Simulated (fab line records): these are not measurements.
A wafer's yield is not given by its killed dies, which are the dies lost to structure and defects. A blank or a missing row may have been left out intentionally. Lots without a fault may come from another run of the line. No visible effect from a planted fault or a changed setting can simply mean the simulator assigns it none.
8D (eight disciplines) problem report, filled in by code || flow sky130 || the parts of the form that need people (team, actions taken, sign-off) are left out

## 1. THE PROBLEM
Across 2 wafers from 2 lots, LI_CONTACT_W_RS at SKY_LI_CONTACT_RS_MEAS_22 averages 0.464 ohm/sq, while fault-free wafers read 0.286 ohm/sq with a standard deviation of 0.0048. Relative to the usual mean, that is a shift of +37 standard deviations.
The step: measures by four-point-probe.
First seen on wafer L456.5, day 33 13:25, on film metro-01. Wafers with a number at this step in the record: 31, from 11 lots. Rule for "out", or "out of limits": more than 4 standard deviations from the usual mean. The other wafers with a number count as sound.

## 2. WHAT IT IS, WHAT IT ISN'T
{"question": "which readings at this step", "is": "LI_CONTACT_W_RS", "is not": "-"}
{"question": "which lots", "is": "L456, L458", "is not": "L442, L444, L445, L446, L449, L451, L454, L462, L464"}
{"question": "which wafers of those lots", "is": "L456.5, L458.5", "is not": "L456.3, L458.2"}
{"question": "read on which gauges", "is": "film metro-01, film metro-04", "is not": "film metro-03"}
{"question": "when", "is": "from day 33 13:25", "is not": "up to then (22 sound wafers); but 7 sound wafers of L458, L462, L464 came after"}

## 3. THE SUSPECTS, EACH WITH WHAT RULES IT OUT
Counting: a tool at a process step up to the reading stays a suspect if it ran every lot that is out. Sound lots after the first of them don't rule it out here, since some wafers of a struck lot are sound.
- the gauge at SKY_LI_CONTACT_RS_MEAS_22 is ruled out. The wafers that are out were read on 2 gauges (film metro-01, film metro-04).
- pvd sputter-01 at SKY_LI_CONTACT_SPUTTER_19 (material Ti, target thk 20 nm, time 106.37 s): kept. It ran every lot that is out, first L456 (day 33 13:07).
- cvd w-02 at SKY_LI_CONTACT_CVD_21 (deposits W, target thk 400 nm, time 120.56 s): kept. It ran every lot that is out, first L456 (day 33 13:17); its last sound lot up to then is L451 (day 32 09:44).
After counting, pvd sputter-01 at SKY_LI_CONTACT_SPUTTER_19 and cvd w-02 at SKY_LI_CONTACT_CVD_21 remain.

## 4. THE CAUSE (what the simulator had put in)
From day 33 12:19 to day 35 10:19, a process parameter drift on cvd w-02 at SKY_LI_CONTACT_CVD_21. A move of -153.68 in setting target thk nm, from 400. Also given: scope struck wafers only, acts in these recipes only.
2 suspects survive the count, and this tool is in that group.

## 5. THE CHAIN OF EFFECTS, in route order
One row per reading whose mean, taken over the struck wafers that have a number, lies over 3 standard deviations from the usual. Readings are gone through only where the record gives a usual standard deviation; hours: the median, over the lots, of the time from a lot's start at the first step in this table giving one to that lot's start at this step; sigmas: the change measured in usual standard deviations.
{"hours": 0, "step": "SKY_LI_CONTACT_RS_MEAS_22", "reading": "LI_CONTACT_W_RS", "usual": "0.286 ohm/sq", "on struck wafers": 0.464, "change": "+0.178", "sigmas": "+37"}
{"hours": 2, "step": "SKY_LI_CONTACT_THK_MEAS_23", "reading": "LI_CONTACT_W_THK", "usual": "391 nm", "on struck wafers": 244, "change": -148, "sigmas": -19}
{"hours": 5, "step": "SKY_LI_CONTACT_CMP_24", "reading": "time to endpoint s", "usual": "97 s", "on struck wafers": 54, "change": -42, "sigmas": -8.2}
Its process steps:
- SKY_LI_CONTACT_CMP_24: polishes, stops on PSG, t overpolish 20 s, target thk 0 nm.

## 6. WHAT WOULD HAVE CAUGHT IT SOONER
In this record the first reading out of limits at a measuring or inspecting step was taken at day 33 13:25, 1 hour after the fault began at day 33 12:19.
Tool readings at SKY_LI_CONTACT_CVD_21 with a usual standard deviation given in the record: none out on any struck wafer, hence no alarm at a limit of 4 standard deviations on them.
L458, from the lots that are out (2), started SKY_LI_CONTACT_CVD_21 on cvd w-02 later than day 33 13:25. A tool hold placed at that time would have kept it from harm.
